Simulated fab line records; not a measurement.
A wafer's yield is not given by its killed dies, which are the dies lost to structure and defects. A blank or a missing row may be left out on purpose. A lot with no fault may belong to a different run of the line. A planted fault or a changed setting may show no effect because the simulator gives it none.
fab line records + flow sky130 + part 2 of 2: steps 33 to 44 of 44
record:
- lots: 5
- wafers: 15
- last_day: 50
route steps=708 shown POLY_CUT@311 SD_P@320 RES_XHIGH@332 SD_N@342
lots that met no fault: from a run of the same line without faults
start_h: hours from the record's first day to the start of the lot's first wafer shown + wait_h: hours elapsed since this lot's preceding step + " repeats the value in the row above + L1.1+2: several wafers, shown together as one row + - either no value or no given start + * or withheld: withheld + < > ~ a bound
route shown NAME@n: a module of which the file shows steps, and the number in the route of the first + usual: mean/standard deviation of fault-free wafers + same: alike in all rows + chamber/n: place in a boat + sites: each site's reading + _std_site: standard deviation across them + _edge_site: inner sites' mean taken away from outer sites' mean + radius_mm: for every site, how far away it sits from the centre of the wafer + mask NAME#n: copy n + behind: tool/chamber where the wafer was last shaped + hold: why the lot went on hold/how many hours it stayed there/how the hold came to an end + device: which transistor (n, p or np) failed to switch + end of line: the route-end tests of the same wafers + where a step has no rows: the recipe by itself + killed: dies that structure and defects cost at the first sort, which is not the same as the wafer's yield + map: shows each die of a wafer: x if killed, . if not, _ if none is there
set.NAME: the setting as run; set.NAME@STEP: as run at that earlier step + model.NAME: the simulator's own value behind a step, which no gauge read
lots at some steps of the route; a table a step, a row a wafer
services: from which hour (start_h, from the record's first day; less than 0 if before it) a tool's chamber was out of use, for how many hours, and why
== steps ==
step: SKY_SD_N_HMDS_01
recipe:
- prime_time_s: 60
- prime_temp_c: 120
| lot.wafer  | tool           | chamber | start_h | wait_h |
|------------|----------------|---------|---------|--------|
| L078.3+4+5 | litho_track-03 | 0       | 657.38  | 0.1    |
| L087.2+4+6 | litho_track-03 | 0       | 746.01  | 0.1    |
| L089.1+3+4 | litho_track-03 | 0       | 774.28  | 0.1    |
| L092.1+5+6 | litho_track-03 | 0       | 797.68  | 0.1    |
| L096.1+2+6 | litho_track-02 | 0       | 827.97  | 0.1    |
step: SKY_SD_N_COAT_02
recipe:
- resist: NOVOLAK
- spin_rpm: 3000
- resist_thk_nm: 1140
| lot.wafer  | tool           | chamber | start_h | wait_h |
|------------|----------------|---------|---------|--------|
| L078.3+4+5 | litho_track-03 | 0       | 657.53  | 0.1    |
| L087.2+4+6 | litho_track-03 | 0       | 746.16  | 0.1    |
| L089.1+3+4 | litho_track-03 | 0       | 774.43  | 0.1    |
| L092.1+5+6 | litho_track-03 | 0       | 797.83  | 0.1    |
| L096.1+2+6 | litho_track-02 | 0       | 828.12  | 0.1    |
step: SKY_SD_N_SOFTBAKE_03
recipe:
- temp_c: 90
- time_s: 60
- resist: NOVOLAK
| lot.wafer  | tool           | chamber | start_h | wait_h |
|------------|----------------|---------|---------|--------|
| L078.3+4+5 | litho_track-03 | 0       | 657.68  | 0.1    |
| L087.2+4+6 | litho_track-03 | 0       | 746.31  | 0.1    |
| L089.1+3+4 | litho_track-03 | 0       | 774.58  | 0.1    |
| L092.1+5+6 | litho_track-03 | 0       | 797.98  | 0.1    |
| L096.1+2+6 | litho_track-02 | 0       | 828.27  | 0.1    |
step: SKY_SD_N_EXPOSE_04
recipe:
- mask_id: NSDM
- na: 0.6
- source_shape: conventional
- sigma_outer: 0.6
- polarization: unpolarized
- target_cd_nm: 380
- dose_mj: 141
| lot.wafer  | tool             | chamber | start_h | wait_h | mask   |
|------------|------------------|---------|---------|--------|--------|
| L078.3+4+5 | iline_stepper-01 | 0       | -       | -      | NSDM#0 |
| L087.2+4+6 | iline_stepper-02 | 0       | -       | -      | NSDM#0 |
| L089.1+3+4 | iline_stepper-02 | 0       | -       | -      | NSDM#0 |
| L092.1+5+6 | iline_stepper-01 | 0       | -       | -      | NSDM#0 |
| L096.1+2+6 | iline_stepper-01 | 0       | -       | -      | NSDM#0 |
step: SKY_SD_N_PEB_05
recipe:
- temp_c: withheld
- time_s: *
- resist: NOVOLAK
| lot.wafer  | tool           | chamber | start_h | wait_h |
|------------|----------------|---------|---------|--------|
| L078.3+4+5 | litho_track-04 | 0       | -       | -      |
| L087.2+4+6 | litho_track-04 | 0       | -       | -      |
| L089.1+3+4 | litho_track-04 | 0       | -       | -      |
| L092.1+5+6 | litho_track-04 | 0       | -       | -      |
| L096.1+2+6 | litho_track-04 | 0       | -       | -      |
step: SKY_SD_N_DEVELOP_06
recipe:
- resist: NOVOLAK
- developer: TMAH
- develop_time_s: 60
- dev_temp_c: 23
| lot.wafer  | tool           | chamber | start_h | wait_h |
|------------|----------------|---------|---------|--------|
| L078.3+4+5 | litho_track-04 | 0       | 672.48  | 0.1    |
| L087.2+4+6 | litho_track-04 | 0       | 760.16  | 0.1    |
| L089.1+3+4 | litho_track-04 | 0       | 788.28  | 0.1    |
| L092.1+5+6 | litho_track-04 | 0       | 811.88  | 0.1    |
| L096.1+2+6 | litho_track-04 | 0       | 841.88  | 0.1    |
step: SKY_SD_N_CD_MEAS_07
recipe:
- target_cd_nm: 380
usual:
- cd_nm: 380.0/2.3
| lot.wafer | tool      | chamber | start_h | wait_h | cd_nm |
|-----------|-----------|---------|---------|--------|-------|
| L078.3    | cd_sem-01 | -       | 672.62  | 0.1    | 378.4 |
| L078.4    | "         | -       | "       | "      | 377.8 |
| L078.5    | "         | -       | "       | "      | 379.5 |
| L087.2    | cd_sem-02 | -       | 760.30  | 0.1    | 381.6 |
| L087.4    | "         | -       | "       | "      | 381.5 |
| L087.6    | "         | -       | "       | "      | 382.3 |
| L089.1    | cd_sem-01 | -       | 788.43  | 0.1    | 382.6 |
| L089.3    | "         | -       | "       | "      | 382.1 |
| L089.4    | "         | -       | "       | "      | 379.0 |
| L092.1    | cd_sem-01 | -       | 812.03  | 0.1    | 379.3 |
| L092.5    | "         | -       | "       | "      | 376.7 |
| L092.6    | "         | -       | "       | "      | 378.5 |
| L096.1    | cd_sem-01 | -       | 842.03  | 0.1    | 379.2 |
| L096.2    | "         | -       | "       | "      | 377.0 |
| L096.6    | "         | -       | "       | "      | 380.8 |
step: SKY_SD_N_OVL_MEAS_08
usual:
- SD_N_OVL: -1.1/1.3
| lot.wafer | tool       | chamber | start_h | wait_h | SD_N_OVL[nm] |
|-----------|------------|---------|---------|--------|--------------|
| L078.3    | overlay-01 | -       | 672.71  | 0.1    | -0.8         |
| L078.4    | "          | -       | "       | "      | -2.5         |
| L078.5    | "          | -       | "       | "      | -1.3         |
| L087.2    | overlay-01 | -       | 760.41  | 0.1    | -0.4         |
| L087.4    | "          | -       | "       | "      | 0.5          |
| L087.6    | "          | -       | "       | "      | -0.3         |
| L089.1    | overlay-02 | -       | 788.55  | 0.1    | -3.2         |
| L089.3    | "          | -       | "       | "      | -2.3         |
| L089.4    | "          | -       | "       | "      | -1.4         |
| L092.1    | overlay-01 | -       | 812.15  | 0.1    | -0.9         |
| L092.5    | "          | -       | "       | "      | -1.8         |
| L092.6    | "          | -       | "       | "      | -1.4         |
| L096.1    | overlay-02 | -       | 842.15  | 0.1    | 1.5          |
| L096.2    | "          | -       | "       | "      | 2.2          |
| L096.6    | "          | -       | "       | "      | 0.7          |
step: SKY_SD_N_IMPLANT_09
recipe:
- species: As
- energy_kev: 50
- dose_cm2: 4e+15
- tilt_deg: 0
usual:
- end_station_pressure_torr: 1.29e-05/1.2e-06
same:
- implant_ion_amu: 75
| lot.wafer | tool         | chamber | start_h | wait_h | end_station_pressure_torr |
|-----------|--------------|---------|---------|--------|---------------------------|
| L078.3    | implanter-02 | 0       | 672.79  | 0.1    | 1.22e-05                  |
| L078.4    | "            | 0       | "       | "      | 1.14e-05                  |
| L078.5    | "            | 0       | "       | "      | 1.04e-05                  |
| L087.2    | implanter-04 | 0       | 760.46  | 0.0    | 1.49e-05                  |
| L087.4    | "            | 0       | "       | "      | 1.46e-05                  |
| L087.6    | "            | 0       | "       | "      | 1.24e-05                  |
| L089.1    | implanter-04 | 0       | 788.59  | 0.0    | 1.36e-05                  |
| L089.3    | "            | 0       | "       | "      | 1.4e-05                   |
| L089.4    | "            | 0       | "       | "      | 1.35e-05                  |
| L092.1    | implanter-04 | 0       | 812.19  | 0.0    | 1.39e-05                  |
| L092.5    | "            | 0       | "       | "      | 1.34e-05                  |
| L092.6    | "            | 0       | "       | "      | 1.31e-05                  |
| L096.1    | implanter-01 | 0       | 842.19  | 0.0    | 1.35e-05                  |
| L096.2    | "            | 0       | "       | "      | 1.29e-05                  |
| L096.6    | "            | 0       | "       | "      | 1.38e-05                  |
step: SKY_SD_N_IMPLANT_10
recipe:
- species: P
- energy_kev: 20
- dose_cm2: 1e+14
- tilt_deg: 0
usual:
- end_station_pressure_torr: 5.42e-06/2.7e-07
same:
- implant_ion_amu: 31
| lot.wafer | tool         | chamber | start_h | wait_h | end_station_pressure_torr |
|-----------|--------------|---------|---------|--------|---------------------------|
| L078.3    | implanter-02 | 0       | 672.94  | 0.1    | 5.05e-06                  |
| L078.4    | "            | 0       | "       | "      | 5.34e-06                  |
| L078.5    | "            | 0       | "       | "      | 4.98e-06                  |
| L087.2    | implanter-04 | 0       | 760.61  | 0.1    | 5.24e-06                  |
| L087.4    | "            | 0       | "       | "      | 5.71e-06                  |
| L087.6    | "            | 0       | "       | "      | 5.24e-06                  |
| L089.1    | implanter-04 | 0       | 788.74  | 0.1    | 5.41e-06                  |
| L089.3    | "            | 0       | "       | "      | 5.47e-06                  |
| L089.4    | "            | 0       | "       | "      | 5.59e-06                  |
| L092.1    | implanter-04 | 0       | 812.34  | 0.1    | 4.93e-06                  |
| L092.5    | "            | 0       | "       | "      | 5.64e-06                  |
| L092.6    | "            | 0       | "       | "      | 5.49e-06                  |
| L096.1    | implanter-01 | 0       | 842.34  | 0.1    | 5.44e-06                  |
| L096.2    | "            | 0       | "       | "      | 5.44e-06                  |
| L096.6    | "            | 0       | "       | "      | 5.74e-06                  |
step: SKY_SD_N_STRIP_11
recipe:
- chemistry: O2/N2
- power_w: 1400
- pressure_mtorr: 1500
- platen_temp_c: withheld
- o2_flow_sccm: 3000
- n2_flow_sccm: 300
- overash_fraction: 0.5
usual:
- drypump_motor_current_A: 5.8/0.41
- oes_product_au: 0.528/0.0046
- strip_time_to_endpoint_s: 22.55/0.045
| lot.wafer | tool            | chamber | start_h | wait_h | drypump_motor_current_A | oes_product_au | rf_hours_counter_h | strip_time_to_endpoint_s |
|-----------|-----------------|---------|---------|--------|-------------------------|----------------|--------------------|--------------------------|
| L078.3    | plasma_asher-03 | 0       | 673.07  | 0.1    | 5.2                     | 0.524          | -                  | 22.55                    |
| L078.4    | "               | 1       | "       | "      | 5.6                     | 0.531          | -                  | 22.56                    |
| L078.5    | "               | 1       | "       | "      | 5.6                     | 0.528          | -                  | 22.54                    |
| L087.2    | plasma_asher-03 | 0       | 760.74  | 0.1    | 5.2                     | 0.528          | 61                 | 22.53                    |
| L087.4    | "               | 0       | "       | "      | 5.2                     | 0.528          | -                  | 22.51                    |
| L087.6    | "               | 0       | "       | "      | 5.2                     | 0.530          | -                  | 22.48                    |
| L089.1    | plasma_asher-03 | 0       | 788.89  | 0.1    | 5.2                     | 0.524          | 64                 | 22.56                    |
| L089.3    | "               | 1       | "       | "      | 5.6                     | 0.523          | -                  | 22.56                    |
| L089.4    | "               | 0       | "       | "      | 5.2                     | 0.533          | -                  | 22.55                    |
| L092.1    | plasma_asher-01 | 1       | 812.49  | 0.1    | 6.5                     | 0.530          | 7                  | 22.58                    |
| L092.5    | "               | 1       | "       | "      | 6.5                     | 0.528          | -                  | 22.58                    |
| L092.6    | "               | 0       | "       | "      | 5.5                     | 0.520          | -                  | 22.57                    |
| L096.1    | plasma_asher-01 | 0       | 842.49  | 0.1    | 5.5                     | 0.526          | 10                 | 22.57                    |
| L096.2    | "               | 1       | "       | "      | 6.6                     | 0.522          | 10                 | 22.60                    |
| L096.6    | "               | 0       | "       | "      | 5.6                     | 0.532          | -                  | 22.62                    |
step: SKY_SD_N_TW_MEAS_12
usual:
- SD_N_TW: 3952/26
| lot.wafer | tool          | chamber | start_h | wait_h | SD_N_TW |
|-----------|---------------|---------|---------|--------|---------|
| L078.3    | film_metro-02 | -       | 673.16  | 0.1    | 3936    |
| L078.4    | "             | -       | "       | "      | 3942    |
| L078.5    | "             | -       | "       | "      | 3940    |
| L087.2    | film_metro-03 | -       | 760.85  | 0.1    | 3928    |
| L087.4    | "             | -       | "       | "      | 3945    |
| L087.6    | "             | -       | "       | "      | 3948    |
| L089.1    | film_metro-01 | -       | 788.99  | 0.1    | 3963    |
| L089.3    | "             | -       | "       | "      | 4005    |
| L089.4    | "             | -       | "       | "      | 3996    |
| L092.1    | film_metro-02 | -       | 812.59  | 0.1    | 3942    |
| L092.5    | "             | -       | "       | "      | 3924    |
| L092.6    | "             | -       | "       | "      | 3952    |
| L096.1    | film_metro-02 | -       | 842.59  | 0.1    | 3958    |
| L096.2    | "             | -       | "       | "      | 3951    |
| L096.6    | "             | -       | "       | "      | 3972    |
== services ==
| tool             | chamber | start_h | hours | kind   |
|------------------|---------|---------|-------|--------|
| iline_stepper-02 | -       | 547.53  | 1.7   | pm     |
| implanter-02     | -       | 572.21  | 7.5   | repair |
| plasma_asher-03  | -       | 582.69  | 2.8   | pm     |
| rie_diel-04      | 2       | 592.36  | 2.5   | repair |
| plasma_asher-02  | -       | 592.69  | 4.0   | repair |
| iline_stepper-01 | -       | 615.69  | 1.7   | pm     |
| implanter-01     | -       | 623.69  | 17.0  | repair |
| implanter-04     | -       | 643.89  | 3.8   | pm     |
| implanter-02     | -       | 653.42  | 3.9   | pm     |
| implanter-04     | -       | 662.71  | 2.1   | repair |
| implanter-04     | -       | 664.83  | 3.1   | pm     |
| iline_stepper-01 | -       | 666.38  | 1.3   | repair |
| implanter-04     | -       | 667.28  | 3.6   | repair |
| implanter-01     | -       | 683.17  | 2.7   | repair |
| rie_diel-04      | 1       | 686.60  | 4.1   | repair |
| implanter-04     | -       | 694.34  | 8.8   | repair |
| plasma_asher-01  | -       | 697.61  | 1.4   | repair |
| implanter-02     | -       | 708.46  | 9.9   | pm     |
| plasma_asher-02  | -       | 743.12  | 15.6  | pm     |
| rie_diel-04      | -       | 745.67  | 20.2  | repair |
| iline_stepper-02 | -       | 753.90  | 12.9  | repair |
| iline_stepper-02 | -       | 766.85  | 1.7   | pm     |
| plasma_asher-03  | -       | 826.88  | 6.9   | repair |
| iline_stepper-01 | -       | 833.87  | 1.7   | pm     |
